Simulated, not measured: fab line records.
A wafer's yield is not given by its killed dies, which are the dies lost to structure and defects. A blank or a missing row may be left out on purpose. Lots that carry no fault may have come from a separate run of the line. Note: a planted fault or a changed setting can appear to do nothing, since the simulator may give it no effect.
fab line records :: flow sky130
record
  lots=5
  wafers=15
  lastDay=49
route steps=708 shown METAL5@664 PASSIVATION@681 PAD_OPEN@694
lots with no fault: from the same line, run without faults
startH: start of the lot's first displayed wafer, in hours after the record's first day :: waitH: time in hours since the lot's previous step :: " repeats the value in the row above :: L1.1+2: one row covering several wafers at once :: - value missing, or start not given :: * or withheld: withheld :: < > ~ a bound
route shown NAME@n: names a module that has steps shown in the file, with the first one's number in the route :: usual: mean/standard deviation of fault-free wafers :: same: alike in all rows :: chamber/n: place in a boat :: sites: each site's reading :: _std_site: standard deviation across them :: _edge_site: the outer-site mean with the inner-site mean subtracted :: radiusMm: for every site, how far away it sits from the centre of the wafer :: mask NAME#n: copy n :: behind: tool/chamber where the wafer was last shaped :: hold: cause of the lot's hold/its duration in hours/its outcome :: device: transistor that didn't switch, given as n, p or np :: end of line: the route-end tests of the same wafers :: for a step that has no rows: nothing shown but its recipe :: killed: dies that structure and defects cost at the first sort, which is not the same as the wafer's yield :: map: the dies of a wafer, with x for killed, . for not killed, _ for no die there
set.NAME: the setting the step ran with; set.NAME@STEP: the setting that earlier step ran with :: model.NAME: the simulator's own value behind a step, which no gauge read
lots seen at some steps along the route; tables by step, rows by wafer
services: the hour from which a tool's chamber was out of use, counted from the record's first day as startH (under 0 if before that day), plus the number of hours and why
## steps
# step SKY_METAL5_SPUTTER_03
# recipe
  material=Ti
  targetThkNm=5
  powerW=3000
  timeS=3.3
  chamberPressurePa=0.4
# step SKY_METAL5_SPUTTER_04
# recipe
  material=TiN
  targetThkNm=70
  powerW=6500
  timeS=58.3
  chamberPressurePa=0.4
# step SKY_METAL5_DEHYDRATE_07
# recipe
  tempC=200
  timeS=60
# step SKY_METAL5_HMDS_08
# recipe
  primeTimeS=60
  primeTempC=120
# step SKY_METAL5_COAT_09
# recipe
  resist=NOVOLAK
  spinRpm=3000
  resistThkNm=1800
# step SKY_METAL5_SOFTBAKE_10
# recipe
  tempC=90
  timeS=60
  resist=NOVOLAK
# step SKY_METAL5_EXPOSE_11
# recipe
  maskId=MM5
  na=0.6
  sourceShape=conventional
  sigmaOuter=0.6
  polarization=unpolarized
  targetCdNm=1600
  doseMj=190
# step SKY_METAL5_PEB_12
# recipe
  tempC=withheld
  timeS=*
  resist=NOVOLAK
# step SKY_METAL5_DEVELOP_13
# recipe
  resist=NOVOLAK
  developer=TMAH
  developTimeS=60
  devTempC=23
# step SKY_METAL5_DESCUM_14
# recipe
  chemistry=O2
  sourcePowerW=150
  biasPowerW=0
  pressureMtorr=10
  tempC=40
  timeS=11
# step SKY_METAL5_METAL_ETCH_15
# recipe
  targetDepthA=12600
  stopOn=SiO2
  overEtchFrac=0.2
  timeS=252
  chemistry=Cl2/BCl3
  resistSidewallDeg=86
  pressureMtorr=10
  icpW=900
  biasW=48.5
  Cl2_flow_sccm=60
  bcl3FlowSccm=30
# usual
  drypumpMotorCurrentA=5.9/0.38
  heBacksideLeakSccm=3.46/0.25
  oesProductAu=0.895/0.005
  throttleValvePct=22.266/0.0089
lot.wafer: L863.4
tool: rieMetal-04
chamber: 1
startH: 1091.65
waitH: 0.3
drypumpMotorCurrentA: 5.5
heBacksideLeakSccm: 3.64
oesProductAu: 0.895
rfHoursCounterH: -
throttleValvePct: 22.268

lot.wafer: L863.5
tool: rieMetal-04
chamber: 1
startH: 1091.65
waitH: 0.3
drypumpMotorCurrentA: 5.5
heBacksideLeakSccm: 3.74
oesProductAu: 0.891
rfHoursCounterH: -
throttleValvePct: 22.252

lot.wafer: L863.6
tool: rieMetal-04
chamber: 1
startH: 1091.65
waitH: 0.3
drypumpMotorCurrentA: 5.5
heBacksideLeakSccm: 3.71
oesProductAu: 0.894
rfHoursCounterH: -
throttleValvePct: 22.276

lot.wafer: L866.1
tool: rieMetal-04
chamber: 1
startH: 1107.68
waitH: 0.0
drypumpMotorCurrentA: 5.5
heBacksideLeakSccm: 3.28
oesProductAu: 0.888
rfHoursCounterH: 14
throttleValvePct: 22.256

lot.wafer: L866.2
tool: rieMetal-04
chamber: 0
startH: 1107.68
waitH: 0.0
drypumpMotorCurrentA: 5.8
heBacksideLeakSccm: 3.44
oesProductAu: 0.896
rfHoursCounterH: 5
throttleValvePct: 22.262

lot.wafer: L866.4
tool: rieMetal-04
chamber: 1
startH: 1107.68
waitH: 0.0
drypumpMotorCurrentA: 5.5
heBacksideLeakSccm: 3.25
oesProductAu: 0.892
rfHoursCounterH: -
throttleValvePct: 22.263

lot.wafer: L869.2
tool: rieMetal-04
chamber: 0
startH: 1119.07
waitH: 0.0
drypumpMotorCurrentA: 5.8
heBacksideLeakSccm: 3.57
oesProductAu: 0.893
rfHoursCounterH: 7
throttleValvePct: 22.261

lot.wafer: L869.3
tool: rieMetal-04
chamber: 0
startH: 1119.07
waitH: 0.0
drypumpMotorCurrentA: 5.9
heBacksideLeakSccm: 3.56
oesProductAu: 0.888
rfHoursCounterH: -
throttleValvePct: 22.257

lot.wafer: L869.4
tool: rieMetal-04
chamber: 1
startH: 1119.07
waitH: 0.0
drypumpMotorCurrentA: 5.5
heBacksideLeakSccm: 3.09
oesProductAu: 0.896
rfHoursCounterH: -
throttleValvePct: 22.270

lot.wafer: L871.1
tool: rieMetal-04
chamber: 1
startH: 1135.43
waitH: 0.0
drypumpMotorCurrentA: 5.5
heBacksideLeakSccm: 3.29
oesProductAu: 0.903
rfHoursCounterH: 17
throttleValvePct: 22.268

lot.wafer: L871.2
tool: rieMetal-04
chamber: 0
startH: 1135.43
waitH: 0.0
drypumpMotorCurrentA: 5.8
heBacksideLeakSccm: 3.48
oesProductAu: 0.902
rfHoursCounterH: 8
throttleValvePct: 22.274

lot.wafer: L871.6
tool: rieMetal-04
chamber: 1
startH: 1135.43
waitH: 0.0
drypumpMotorCurrentA: 5.5
heBacksideLeakSccm: 3.21
oesProductAu: 0.901
rfHoursCounterH: -
throttleValvePct: 22.253

lot.wafer: L872.3
tool: rieMetal-04
chamber: 1
startH: 1139.76
waitH: 0.1
drypumpMotorCurrentA: 5.6
heBacksideLeakSccm: 3.39
oesProductAu: 0.894
rfHoursCounterH: -
throttleValvePct: 22.274

lot.wafer: L872.4
tool: rieMetal-04
chamber: 0
startH: 1139.76
waitH: 0.1
drypumpMotorCurrentA: 5.8
heBacksideLeakSccm: 3.54
oesProductAu: 0.891
rfHoursCounterH: -
throttleValvePct: 22.272

lot.wafer: L872.5
tool: rieMetal-04
chamber: 0
startH: 1139.76
waitH: 0.1
drypumpMotorCurrentA: 5.8
heBacksideLeakSccm: 3.44
oesProductAu: 0.897
rfHoursCounterH: -
throttleValvePct: 22.253
# step SKY_METAL5_STRIP_16
# recipe
  chemistry=O2/N2
  powerW=1400
  pressureMtorr=1500
  platenTempC=withheld
  o2FlowSccm=3000
  n2FlowSccm=300
  overashFraction=0.5
# step SKY_METAL5_STRIP_17
# recipe
  chemistry=postEtchResidueRemover
  timeS=1200
  tempC=72.5
# step SKY_METAL5_CLEAN_18
# recipe
  chemistry=IPA
  timeS=180
  tempC=25
# step SKY_METAL5_CLEAN_19
# recipe
  chemistry=O3/DIW
  dry=n2Spin
# step SKY_PASSIVATION_CVD_00
# recipe
  material=SiO2
  targetThkNm=90
  tempC=400
  timeS=withheld
  rfW=600
# step SKY_PASSIVATION_CVD_02
# recipe
  material=Si3N4
  targetThkNm=540
  tempC=400
  timeS=withheld
  rfW=450
# step SKY_PASSIVATION_DEHYDRATE_04
# recipe
  tempC=200
  timeS=60
# step SKY_PASSIVATION_HMDS_05
# recipe
  primeTimeS=60
  primeTempC=120
# step SKY_PASSIVATION_COAT_06
# recipe
  spinRpm=2000
  resistThkNm=3000
# step SKY_PASSIVATION_SOFTBAKE_07
# recipe
  tempC=110
  timeS=withheld
# step SKY_PASSIVATION_EXPOSE_08
# recipe
  maskId=NSM
  targetCdNm=3000
  na=0.57
  doseMj=260
# step SKY_PASSIVATION_PEB_09
# recipe
  tempC=115
  timeS=withheld
# step SKY_PASSIVATION_DEVELOP_10
# recipe
  developTimeS=60
  devTempC=23
# step SKY_PASSIVATION_ETCH_11
# recipe
  chemistry=CF4/O2
  targetDepthNm=725
  stopOn=AlCu
  sourceW=800
  biasW=150
  pressureMtorr=150
  cf4FlowSccm=80
  O2_flow_sccm=10
  timeS=163.9
# step SKY_PASSIVATION_STRIP_12
# recipe
  chemistry=O2/N2
  powerW=1400
  pressureMtorr=1500
  platenTempC=withheld
  overashFraction=0.7
  o2FlowSccm=3000
  n2FlowSccm=300
# step SKY_PAD_OPEN_DEHYDRATE_00
# recipe
  tempC=200
  timeS=60
# step SKY_PAD_OPEN_HMDS_01
# recipe
  primeTimeS=60
  primeTempC=120
# step SKY_PAD_OPEN_COAT_02
# recipe
  spinRpm=2000
  resistThkNm=3000
# step SKY_PAD_OPEN_SOFTBAKE_03
# recipe
  tempC=109.5
  timeS=withheld
# step SKY_PAD_OPEN_EXPOSE_04
# recipe
  maskId=PDM
  targetCdNm=60000
  na=0.57
  doseMj=260
# step SKY_PAD_OPEN_PEB_05
# recipe
  tempC=115
  timeS=withheld
# step SKY_PAD_OPEN_DEVELOP_06
# recipe
  developTimeS=60
  devTempC=23
# step SKY_PAD_OPEN_ETCH_07
# recipe
  chemistry=CF4/O2
  targetDepthNm=725
  stopOn=AlCu
  sourceW=800
  biasW=150
  pressureMtorr=150
  cf4FlowSccm=80
  O2_flow_sccm=10
  timeS=161.1
# step SKY_PAD_OPEN_STRIP_08
# recipe
  chemistry=O2/N2
  powerW=1400
  pressureMtorr=1500
  platenTempC=withheld
  overashFraction=0.7
  o2FlowSccm=3000
  n2FlowSccm=300
# step SKY_PAD_OPEN_STRIP_09
# recipe
  chemistry=postEtchResidueRemover
  timeS=1200
  tempC=72.5
# step SKY_PAD_OPEN_CLEAN_10
# recipe
  chemistry=IPA
  timeS=180
  tempC=25
# step SKY_PAD_OPEN_CLEAN_11
# recipe
  chemistry=O3/DIW
  dry=n2Spin
# step SKY_PAD_OPEN_PROBE_99
# usual
  defectLimitedYield=82.4/1.8
  killed_at_M0_to_M3=43/6.8
  killed_at_M4_up=3.1/1.6
  killedAtContacts=24/5.4
  killedAtFrontEnd=16/4.4
  killedAtOther=0.2/0.48
  killedDies=87/8.8
  killedOpen=48/6.4
  killedShort=39/6.2
  sort_bin_3_pad_short=0.9/0.43
  sort_bin_5_function=10.5/1.4
  sort_bin_6_memory=6.2/1.1
  sortNPass=405/8.8
  sortYieldPct=82.4/1.8
# same
  grossDies=492
  killedAtBackSide=0
  sort_bin_4_leakage[%]=0
  sort_bin_8_speed[%]=0
lot.wafer: L863.4
tool: prober-02
chamber: -
startH: 1135.02
waitH: 0.2
defectLimitedYield[%]: 82.7
killed_at_M0_to_M3: 44
killed_at_M4_up: 3
killedAtContacts: 20
killedAtFrontEnd: 17
killedAtOther: 1
killedDies: 85
killedOpen: 49
killedShort: 36
sort_bin_3_pad_short[%]: 1.6
sort_bin_5_function[%]: 10.6
sort_bin_6_memory[%]: 5.1
sortNPass: 407
sortYieldPct[%]: 82.7
model.etest.tester.sortNPass: 407
model.etest.tester.sortYieldPct: 82.72
model.etest.tester.sort_bin_5_pct: 10.57
model.etest.tester.sort_bin_3_pct: 1.626

lot.wafer: L863.5
tool: prober-02
chamber: -
startH: 1135.07
waitH: 0.2
defectLimitedYield[%]: 80.5
killed_at_M0_to_M3: 44
killed_at_M4_up: 5
killedAtContacts: 31
killedAtFrontEnd: 16
killedAtOther: 0
killedDies: 96
killedOpen: 55
killedShort: 41
sort_bin_3_pad_short[%]: 0.8
sort_bin_5_function[%]: 14.2
sort_bin_6_memory[%]: 4.5
sortNPass: 396
sortYieldPct[%]: 80.5
model.etest.tester.sortNPass: 396
model.etest.tester.sortYieldPct: 80.49
model.etest.tester.sort_bin_5_pct: 14.23
model.etest.tester.sort_bin_3_pct: 0.813

lot.wafer: L863.6
tool: prober-02
chamber: -
startH: 1135.12
waitH: 0.2
defectLimitedYield[%]: 80.9
killed_at_M0_to_M3: 37
killed_at_M4_up: 6
killedAtContacts: 35
killedAtFrontEnd: 16
killedAtOther: 0
killedDies: 94
killedOpen: 50
killedShort: 44
sort_bin_3_pad_short[%]: 1.2
sort_bin_5_function[%]: 12.6
sort_bin_6_memory[%]: 5.3
sortNPass: 398
sortYieldPct[%]: 80.9
model.etest.tester.sortNPass: 398
model.etest.tester.sortYieldPct: 80.89
model.etest.tester.sort_bin_5_pct: 12.6
model.etest.tester.sort_bin_3_pct: 1.22

lot.wafer: L866.1
tool: prober-01
chamber: -
startH: 1149.05
waitH: 0.1
defectLimitedYield[%]: 83.1
killed_at_M0_to_M3: 38
killed_at_M4_up: 2
killedAtContacts: 26
killedAtFrontEnd: 17
killedAtOther: 0
killedDies: 83
killedOpen: 43
killedShort: 40
sort_bin_3_pad_short[%]: 0.8
sort_bin_5_function[%]: 10.2
sort_bin_6_memory[%]: 5.9
sortNPass: 409
sortYieldPct[%]: 83.1
model.etest.tester.sortNPass: 409
model.etest.tester.sortYieldPct: 83.13
model.etest.tester.sort_bin_5_pct: 10.16
model.etest.tester.sort_bin_3_pct: 0.813

lot.wafer: L866.2
tool: prober-01
chamber: -
startH: 1149.10
waitH: 0.1
defectLimitedYield[%]: 80.7
killed_at_M0_to_M3: 46
killed_at_M4_up: 4
killedAtContacts: 37
killedAtFrontEnd: 7
killedAtOther: 1
killedDies: 95
killedOpen: 50
killedShort: 45
sort_bin_3_pad_short[%]: 0.4
sort_bin_5_function[%]: 12.2
sort_bin_6_memory[%]: 6.7
sortNPass: 397
sortYieldPct[%]: 80.7
model.etest.tester.sortNPass: 397
model.etest.tester.sortYieldPct: 80.69
model.etest.tester.sort_bin_5_pct: 12.2
model.etest.tester.sort_bin_3_pct: 0.4065

lot.wafer: L866.4
tool: prober-01
chamber: -
startH: 1149.20
waitH: 0.2
defectLimitedYield[%]: 80.3
killed_at_M0_to_M3: 52
killed_at_M4_up: 5
killedAtContacts: 24
killedAtFrontEnd: 16
killedAtOther: 0
killedDies: 97
killedOpen: 49
killedShort: 48
sort_bin_3_pad_short[%]: 1.2
sort_bin_5_function[%]: 12.6
sort_bin_6_memory[%]: 5.9
sortNPass: 395
sortYieldPct[%]: 80.3
model.etest.tester.sortNPass: 395
model.etest.tester.sortYieldPct: 80.28
model.etest.tester.sort_bin_5_pct: 12.6
model.etest.tester.sort_bin_3_pct: 1.22

lot.wafer: L869.2
tool: prober-02
chamber: -
startH: 1159.28
waitH: 0.1
defectLimitedYield[%]: 76.2
killed_at_M0_to_M3: 43
killed_at_M4_up: 33
killedAtContacts: 30
killedAtFrontEnd: 11
killedAtOther: 0
killedDies: 117
killedOpen: 47
killedShort: 37
sort_bin_3_pad_short[%]: 2.2
sort_bin_5_function[%]: 13.2
sort_bin_6_memory[%]: 8.3
sortNPass: 375
sortYieldPct[%]: 76.2
model.etest.tester.sortNPass: 375
model.etest.tester.sortYieldPct: 76.22
model.etest.tester.sort_bin_5_pct: 13.21
model.etest.tester.sort_bin_3_pct: 2.236

lot.wafer: L869.3
tool: prober-02
chamber: -
startH: 1159.33
waitH: 0.2
defectLimitedYield[%]: 74.6
killed_at_M0_to_M3: 36
killed_at_M4_up: 42
killedAtContacts: 25
killedAtFrontEnd: 22
killedAtOther: 0
killedDies: 125
killedOpen: 42
killedShort: 46
sort_bin_3_pad_short[%]: 3.3
sort_bin_5_function[%]: 15.2
sort_bin_6_memory[%]: 6.9
sortNPass: 367
sortYieldPct[%]: 74.6
model.etest.tester.sortNPass: 367
model.etest.tester.sortYieldPct: 74.59
model.etest.tester.sort_bin_5_pct: 15.24
model.etest.tester.sort_bin_3_pct: 3.252

lot.wafer: L869.4
tool: prober-02
chamber: -
startH: 1159.38
waitH: 0.2
defectLimitedYield[%]: 67.7
killed_at_M0_to_M3: 55
killed_at_M4_up: 53
killedAtContacts: 28
killedAtFrontEnd: 21
killedAtOther: 2
killedDies: 159
killedOpen: 62
killedShort: 49
sort_bin_3_pad_short[%]: 2.6
sort_bin_5_function[%]: 21.3
sort_bin_6_memory[%]: 8.3
sortNPass: 333
sortYieldPct[%]: 67.7
model.etest.tester.sortNPass: 333
model.etest.tester.sortYieldPct: 67.68
model.etest.tester.sort_bin_5_pct: 21.34
model.etest.tester.sort_bin_3_pct: 2.642

lot.wafer: L871.1
tool: prober-02
chamber: -
startH: 1174.79
waitH: 0.1
defectLimitedYield[%]: 74.2
killed_at_M0_to_M3: 39
killed_at_M4_up: 52
killedAtContacts: 23
killedAtFrontEnd: 13
killedAtOther: 0
killedDies: 127
killedOpen: 43
killedShort: 34
sort_bin_3_pad_short[%]: 2.6
sort_bin_5_function[%]: 16.3
sort_bin_6_memory[%]: 6.9
sortNPass: 365
sortYieldPct[%]: 74.2
model.etest.tester.sortNPass: 365
model.etest.tester.sortYieldPct: 74.19
model.etest.tester.sort_bin_5_pct: 16.26
model.etest.tester.sort_bin_3_pct: 2.642

lot.wafer: L871.2
tool: prober-02
chamber: -
startH: 1174.84
waitH: 0.1
defectLimitedYield[%]: 76.0
killed_at_M0_to_M3: 35
killed_at_M4_up: 33
killedAtContacts: 27
killedAtFrontEnd: 22
killedAtOther: 1
killedDies: 118
killedOpen: 50
killedShort: 38
sort_bin_3_pad_short[%]: 2.0
sort_bin_5_function[%]: 14.6
sort_bin_6_memory[%]: 7.3
sortNPass: 374
sortYieldPct[%]: 76.0
model.etest.tester.sortNPass: 374
model.etest.tester.sortYieldPct: 76.02
model.etest.tester.sort_bin_5_pct: 14.63
model.etest.tester.sort_bin_3_pct: 2.033

lot.wafer: L871.6
tool: prober-02
chamber: -
startH: 1175.04
waitH: 0.2
defectLimitedYield[%]: 73.8
killed_at_M0_to_M3: 33
killed_at_M4_up: 52
killedAtContacts: 32
killedAtFrontEnd: 12
killedAtOther: 0
killedDies: 129
killedOpen: 44
killedShort: 37
sort_bin_3_pad_short[%]: 3.0
sort_bin_5_function[%]: 15.9
sort_bin_6_memory[%]: 7.3
sortNPass: 363
sortYieldPct[%]: 73.8
model.etest.tester.sortNPass: 363
model.etest.tester.sortYieldPct: 73.78
model.etest.tester.sort_bin_5_pct: 15.85
model.etest.tester.sort_bin_3_pct: 3.049

lot.wafer: L872.3
tool: prober-01
chamber: -
startH: 1178.74
waitH: 0.2
defectLimitedYield[%]: 74.4
killed_at_M0_to_M3: 35
killed_at_M4_up: 53
killedAtContacts: 24
killedAtFrontEnd: 14
killedAtOther: 0
killedDies: 126
killedOpen: 48
killedShort: 29
sort_bin_3_pad_short[%]: 1.2
sort_bin_5_function[%]: 16.3
sort_bin_6_memory[%]: 8.1
sortNPass: 366
sortYieldPct[%]: 74.4
model.etest.tester.sortNPass: 366
model.etest.tester.sortYieldPct: 74.39
model.etest.tester.sort_bin_5_pct: 16.26
model.etest.tester.sort_bin_3_pct: 1.22

lot.wafer: L872.4
tool: prober-01
chamber: -
startH: 1178.79
waitH: 0.2
defectLimitedYield[%]: 77.8
killed_at_M0_to_M3: 46
killed_at_M4_up: 35
killedAtContacts: 20
killedAtFrontEnd: 8
killedAtOther: 0
killedDies: 109
killedOpen: 47
killedShort: 31
sort_bin_3_pad_short[%]: 1.4
sort_bin_5_function[%]: 15.0
sort_bin_6_memory[%]: 5.7
sortNPass: 383
sortYieldPct[%]: 77.8
model.etest.tester.sortNPass: 383
model.etest.tester.sortYieldPct: 77.85
model.etest.tester.sort_bin_5_pct: 15.04
model.etest.tester.sort_bin_3_pct: 1.423

lot.wafer: L872.5
tool: prober-01
chamber: -
startH: 1178.84
waitH: 0.2
defectLimitedYield[%]: 75.8
killed_at_M0_to_M3: 43
killed_at_M4_up: 38
killedAtContacts: 24
killedAtFrontEnd: 14
killedAtOther: 0
killedDies: 119
killedOpen: 44
killedShort: 39
sort_bin_3_pad_short[%]: 1.6
sort_bin_5_function[%]: 15.2
sort_bin_6_memory[%]: 7.3
sortNPass: 373
sortYieldPct[%]: 75.8
model.etest.tester.sortNPass: 373
model.etest.tester.sortYieldPct: 75.81
model.etest.tester.sort_bin_5_pct: 15.24
model.etest.tester.sort_bin_3_pct: 1.626
# killed by level:class
L863.4 CONTACT:geometricParticle:open=10 VIA1:geometricParticle:open=10 VIA2:geometricParticle:open=8 VIA1:geometricParticle:short=7 FIELD_ISO:geometricParticle:short=5 FIELD_ISO:geometricParticle:open=5 CONTACT:geometricParticle:short=4 METAL1:geometricParticle:short=4
L863.5 VIA1:geometricParticle:open=15 CONTACT:geometricParticle:open=9 LOCAL_INTERCONNECT:geometricParticle:short=7 METAL2:geometricParticle:short=7 FIELD_ISO:geometricParticle:open=6 VIA2:geometricParticle:open=6 CONTACT:geometricParticle:short=5 POLY_GATE:geometricParticle:open=4
L863.6 VIA1:geometricParticle:open=13 CONTACT:geometricParticle:open=12 LOCAL_INTERCONNECT:geometricParticle:short=10 VIA3:geometricParticle:open=6 FIELD_ISO:geometricParticle:open=5 LI_CONTACT:geometricParticle:open=5 METAL4:geometricParticle:short=5 VIA1:geometricParticle:short=5
L866.1 LI_CONTACT:geometricParticle:open=12 METAL1:geometricParticle:short=7 CONTACT:geometricParticle:open=7 VIA1:geometricParticle:open=7 CONTACT:geometricParticle:short=5 VIA3:geometricParticle:short=5 FIELD_ISO:geometricParticle:short=4 POLY_GATE:geometricParticle:short=4
L866.2 VIA1:geometricParticle:open=13 CONTACT:geometricParticle:open=11 LI_CONTACT:geometricParticle:open=8 CONTACT:geometricParticle:short=8 LI_CONTACT:geometricParticle:short=7 METAL2:geometricParticle:short=6 VIA3:geometricParticle:open=6 METAL1:geometricParticle:short=5
L866.4 VIA1:geometricParticle:open=11 CONTACT:geometricParticle:open=9 METAL1:geometricParticle:short=7 VIA2:geometricParticle:short=7 VIA2:geometricParticle:open=7 VIA3:geometricParticle:open=6 FIELD_ISO:geometricParticle:short=5 CONTACT:geometricParticle:short=5
L869.2 METAL5:unspecified=33 CONTACT:geometricParticle:open=10 VIA1:geometricParticle:open=10 VIA1:geometricParticle:short=8 LI_CONTACT:geometricParticle:open=7 VIA2:geometricParticle:open=6 LOCAL_INTERCONNECT:geometricParticle:short=5 CONTACT:geometricParticle:short=5
L869.3 METAL5:unspecified=37 VIA1:geometricParticle:open=11 POLY_GATE:geometricParticle:open=8 CONTACT:geometricParticle:open=6 LOCAL_INTERCONNECT:geometricParticle:short=6 METAL1:geometricParticle:short=6 CONTACT:geometricParticle:short=5 METAL2:geometricParticle:short=5
L869.4 METAL5:unspecified=48 VIA1:geometricParticle:open=12 METAL1:geometricParticle:short=11 LI_CONTACT:geometricParticle:open=10 POLY_GATE:geometricParticle:open=8 VIA2:geometricParticle:open=8 CONTACT:geometricParticle:open=7 CONTACT:geometricParticle:short=5
L871.1 METAL5:unspecified=50 CONTACT:geometricParticle:open=8 CONTACT:geometricParticle:short=7 VIA1:geometricParticle:open=7 VIA2:geometricParticle:open=6 VIA3:geometricParticle:open=6 LI_CONTACT:geometricParticle:open=5 METAL1:geometricParticle:short=5
L871.2 METAL5:unspecified=30 VIA1:geometricParticle:open=10 CONTACT:geometricParticle:open=9 LI_CONTACT:geometricParticle:open=8 FIELD_ISO:geometricParticle:open=6 VIA1:geometricParticle:short=6 POLY_GATE:geometricParticle:short=5 LOCAL_INTERCONNECT:geometricParticle:short=4
L871.6 METAL5:unspecified=48 VIA1:geometricParticle:open=9 CONTACT:geometricParticle:open=9 LI_CONTACT:geometricParticle:open=9 CONTACT:geometricParticle:short=9 POLY_GATE:geometricParticle:short=4 VIA2:geometricParticle:short=4 METAL2:geometricParticle:short=4
L872.3 METAL5:unspecified=49 CONTACT:geometricParticle:open=10 CONTACT:geometricParticle:short=7 VIA1:geometricParticle:open=7 FIELD_ISO:geometricParticle:open=6 VIA2:geometricParticle:open=6 VIA3:geometricParticle:open=6 METAL1:geometricParticle:short=5
L872.4 METAL5:unspecified=31 VIA1:geometricParticle:open=13 CONTACT:geometricParticle:open=11 VIA2:geometricParticle:open=8 METAL1:geometricParticle:short=5 VIA3:geometricParticle:open=4 METAL4:geometricParticle:short=4 LOCAL_INTERCONNECT:geometricParticle:short=3
L872.5 METAL5:unspecified=36 VIA1:geometricParticle:open=12 CONTACT:geometricParticle:open=11 LOCAL_INTERCONNECT:geometricParticle:short=5 METAL2:geometricParticle:short=5 FIELD_ISO:geometricParticle:short=4 LI_CONTACT:geometricParticle:open=4 METAL1:geometricParticle:short=4
# map L869.4 (x killed, . not)
__________.....x...x_________
________...xx.....xx.._______
______.........xx.x...x._____
_____x.x.x.xx..x....x....____
____......x.........x..x.x___
___....x.xx.......xx...x..x__
__x.................x..x...._
_x...x...x..xx.....x.xxx.xx..
_...x.x.....xx....x.x.......x
_x.x.xx.......xx...x...x.....
_xx....x.x..xxxxxxx.......xx.
_........xx.xxxxx........x...
_........x.xxxxxxx...x.xx.x..
_...xx....xxxxxxxx..x...x.x..
_......x..xxxxxxxxx..x...x...
__....x....xxxxxxxx....x...._
___x.......x.xxxx.......xx.__
____x.xxx..xx......xx.x.x.___
_____..xxxx......x...x...____
______.x...x....x......._____
________.....x....x..x_______
__________...x..x.xx_________
# map L871.6 (x killed, . not)
__________..x......x_________
________.....x.......x_______
______...x......x.x...xx_____
_____.........xx.x.......____
____...xx......x..x..x...x___
___........x.xx...xx....x.x__
__.x..x.....x.......x.....x._
_xx................x......x..
_x......x....................
_.x.........x..x..x..x.x.....
_xx.........x.xx......xxx....
_..xx........xxxxx....xx.....
_.......x.x.xxxxxxx..x....xx.
_.........xxxxxxxxxx.........
_.....x...xxxxxxxxxx.........
__........xxxxxxxxxx..x....._
___.xxx.x..x.x.x.....xx..xx__
____x.xx..x..xxx...x......___
_____.x..............x...____
______.....x......x....x_____
________...x.......x.._______
__________.........._________
## services
tool: rieMetal-04
chamber: 0
startH: 1087.94
hours: 19.3
kind: repair
## key
firstSign
  step=SKY_PAD_OPEN_PROBE_99
  reading=killed_at_M4_up
  direction=up
  sigmas=25
  usual=3.1
  struck=43.4
effect
  step=SKY_PAD_OPEN_PROBE_99
  reading=defectLimitedYield
  direction=down
  sigmas=4.4
  usual=82.4
  struck=74.5
modelEffect
  step=SKY_PAD_OPEN_PROBE_99
  value=etest.tester.sortNPass
  without=402.6
  struck=366.6
metAt SKY_METAL5_METAL_ETCH_15
struckWafers L869.2,L869.3,L869.4,L871.1,L871.2,L871.6,L872.3,L872.4,L872.5
onsetBetween 1107.68 1119.07
alsoFits time
fault
  kind=chamberParticleSource
  tool=rieMetal-04
  chamber=-
  onsetH=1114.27
  steps=SKY_METAL5_METAL_ETCH_15
  ratePerVisitCm2=0.55004
  endH=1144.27
